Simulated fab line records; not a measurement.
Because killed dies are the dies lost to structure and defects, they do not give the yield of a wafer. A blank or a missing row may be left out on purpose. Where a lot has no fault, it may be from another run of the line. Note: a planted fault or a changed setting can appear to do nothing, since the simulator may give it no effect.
Which tool was responsible? :: flow sky130 :: 14 lots with 42 wafers sampled at 2 steps, on a route of 708 steps

## WHAT THE GAUGES READ, wafer by wafer
SKY_METAL2_OVL_MEAS_16. Usual: METAL2_OVL typically reads -4 nm, with standard deviation 5.9.
lot: L782
measured: day 35 15:45
on: overlay-02
METAL2_OVL (nm): 6 1 -2
flag: 

lot: L785
measured: day 36 12:45
on: overlay-02
METAL2_OVL (nm): -6 1 -9
flag: 

lot: L784
measured: day 36 15:42
on: overlay-02
METAL2_OVL (nm): 0 -6 -7
flag: 

lot: L787
measured: day 37 03:51
on: overlay-01
METAL2_OVL (nm): 0 -4 1
flag: 

lot: L788
measured: day 37 08:35
on: overlay-02
METAL2_OVL (nm): -8 -4 -12
flag: 

lot: L789
measured: day 37 16:09
on: overlay-02
METAL2_OVL (nm): -7 2 -14
flag: 

lot: L790
measured: day 37 21:00
on: overlay-01
METAL2_OVL (nm): 0 2 -3
flag: 

lot: L792
measured: day 38 16:51
on: overlay-01
METAL2_OVL (nm): -1 -7 -4
flag: 

lot: L793
measured: day 39 01:43
on: overlay-01
METAL2_OVL (nm): 0 3 -2
flag: 

lot: L794
measured: day 39 04:59
on: overlay-02
METAL2_OVL (nm): -5 -2 -4
flag: 

lot: L799
measured: day 40 14:00
on: overlay-01
METAL2_OVL (nm): 2 3 6
flag: 

lot: L800
measured: day 41 01:31
on: overlay-01
METAL2_OVL (nm): -13 -7 -16
flag: 

lot: L801
measured: day 41 04:08
on: overlay-01
METAL2_OVL (nm): 5 4 6
flag: 

lot: L804
measured: day 41 22:59
on: overlay-02
METAL2_OVL (nm): -1 -2 0
flag: 

SKY_VIA2_OVL_MEAS_13. Usual: VIA2_OVL typically reads 0 nm, with standard deviation 6.
lot: L782
measured: day 36 19:51
on: overlay-02
VIA2_OVL (nm): 6 8 -3
flag: 

lot: L785
measured: day 37 16:16
on: overlay-01
VIA2_OVL (nm): 9 1 12
flag: 

lot: L784
measured: day 37 19:24
on: overlay-01
VIA2_OVL (nm): 7 -1 6
flag: 

lot: L787
measured: day 38 06:57
on: overlay-02
VIA2_OVL (nm): -1 -1 0
flag: 

lot: L788
measured: day 38 11:24
on: overlay-02
VIA2_OVL (nm): 0 13 0
flag: 

lot: L789
measured: day 38 18:46
on: overlay-01
VIA2_OVL (nm): -1 2 -3
flag: 

lot: L790
measured: day 38 23:24
on: overlay-01
VIA2_OVL (nm): -7 -4 -6
flag: 

lot: L792
measured: day 39 19:03
on: overlay-01
VIA2_OVL (nm): 3 1 2
flag: 

lot: L793
measured: day 40 04:46
on: overlay-02
VIA2_OVL (nm): -5 -4 -6
flag: 

lot: L794
measured: day 40 07:28
on: overlay-01
VIA2_OVL (nm): -3 -3 2
flag: 

lot: L799
measured: day 41 15:43
on: overlay-02
VIA2_OVL (nm): -9 -14 0
flag: 

lot: L800
measured: day 42 02:19
on: overlay-02
VIA2_OVL (nm): -4 6 -3
flag: 

lot: L801
measured: day 42 04:36
on: overlay-01
VIA2_OVL (nm): -2 -4 -8
flag: 

lot: L804
measured: day 42 23:42
on: overlay-01
VIA2_OVL (nm): -3 -2 -3
flag: 

## WHAT TOOL EACH LOT RAN ON (gives the tool, then ch and the chambers of the sampled wafers, and finally the start)
Before these readings, the record contains no process step.

## AS READ BY THE TOOLS THEMSELVES (means over the sampled wafers that have a number; for cases with no such wafer, the mark the record gives instead)
The record holds no such reading with a usual standard deviation.

## THE ANSWER, worked out from the rows above alone
Rule: take the mean of a lot's wafers that have a number; if it is more than 3 standard deviations from the usual mean, the lot is off. Also off: a lot with no number at a reading for which 4 or more lots have one. The other lots that the step has rows for count as sound. First the gauges in route order, then the tools' own readings, where a lot's mean is used as printed above. The first step at which some lot is off is used, and at that step the reading that is off furthest; a lot without a number counts as furthest.
No lot is off on any of the readings shown, so nothing can be concluded from this.

## WHAT THE SIMULATOR HAD INSERTED
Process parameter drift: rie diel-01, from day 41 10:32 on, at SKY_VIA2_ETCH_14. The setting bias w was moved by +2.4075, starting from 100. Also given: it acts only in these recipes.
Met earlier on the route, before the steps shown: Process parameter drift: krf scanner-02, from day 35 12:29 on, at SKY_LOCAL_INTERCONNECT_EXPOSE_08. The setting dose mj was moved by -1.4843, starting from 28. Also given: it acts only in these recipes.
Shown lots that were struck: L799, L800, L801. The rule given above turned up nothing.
